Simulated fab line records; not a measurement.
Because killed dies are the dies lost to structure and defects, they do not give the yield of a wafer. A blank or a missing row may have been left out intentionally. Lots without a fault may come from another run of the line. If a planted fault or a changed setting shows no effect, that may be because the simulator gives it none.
2 desks, one fault ; flow sfq-line ; only its own numbers are on each desk; what lay behind them is given at the end

== THE TOOL OWNER'S DESK: cmp-02 ==
The tool's own readings at SFQ_TRILAYER_I2_CMP_CMP_064 (polishes SiO2): means of the sampled wafers that have a number, for each lot that ran on this tool. If a lot's mean is further than 4 standard deviations from the usual mean, the lot is out of limits and carries the mark OUT (the distance appears in the brackets).
Columns: A = edge-zone-pressure-frac at SFQ_TRILAYER_I2_CMP_CMP_064, usual 1.000; B = head-pressure-psi at SFQ_TRILAYER_I2_CMP_CMP_064, usual 3.000 psi; C = motor-current-A at SFQ_TRILAYER_I2_CMP_CMP_064, usual 10.1 A; D = time-to-endpoint-s at SFQ_TRILAYER_I2_CMP_CMP_064, usual 212 s
lot;first seen here;A;B;C;D
L501;day 22 10:55;1.002;3.000;9.9;213
L504;day 25 03:56;1.000;2.996;9.7;210
L508;day 26 22:17;1.008;3.003;10.3;208
L509;day 27 09:47;1.005;2.999;9.9;210
L511;day 28 09:47;1.005;3.007;10.2;208
L515;day 30 10:47;1.000;3.124 (+18) OUT;10.7;198
Finding of this desk: L515 out of limits; the first was L515 at day 30 10:47, on head-pressure-psi at SFQ_TRILAYER_I2_CMP_CMP_064. In limits: L501, L504, L508, L509, L511.

== METROLOGY DESK ==
What the gauges read for every lot (on any tool): the sampled wafers with a number, averaged. If a lot's mean is further than 4 standard deviations from the usual mean, the lot is out of limits and carries the mark OUT (the distance appears in the brackets).
Columns: A = L0V_OVL at SFQ_L0V_OVL_MEAS_903, usual 0 nm
lot;first seen here;A
L501;day 4 19:03;-1
L502;day 4 23:51;-0
L503;day 5 08:16;-9
L504;day 5 14:15;1
L507;day 6 07:49;-0
L508;day 6 11:25;-0
L509;day 6 16:12;-5
L510;day 6 19:49;-1
L511;day 7 04:12;2
L512;day 7 10:01;6
L513;day 7 13:37;-2
L515;day 7 23:12;1
L523;day 9 12:30;-7
Result from this desk: across the 13 lots, nothing is out of limits.

== BROUGHT TOGETHER ==
At day 30 10:47, on L515, the tool owner's desk was in a position to raise an alarm.
At the metrology desk, nothing out of limits was observed.
The metrology desk has L515 on record, within its limits.
Of the lots named, all ran SFQ_TRILAYER_I2_CMP_CMP_064 on cmp-02.

== WHAT THE SIMULATOR PUT IN ==
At SFQ_TRILAYER_I2_CMP_CMP_064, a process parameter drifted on cmp-02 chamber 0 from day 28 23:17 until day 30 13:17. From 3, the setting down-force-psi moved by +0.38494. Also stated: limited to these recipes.
Lots struck among those shown: L515.
Delay in hours, fault start to first out-of-limits reading, by desk: the tool owner's desk at 36.
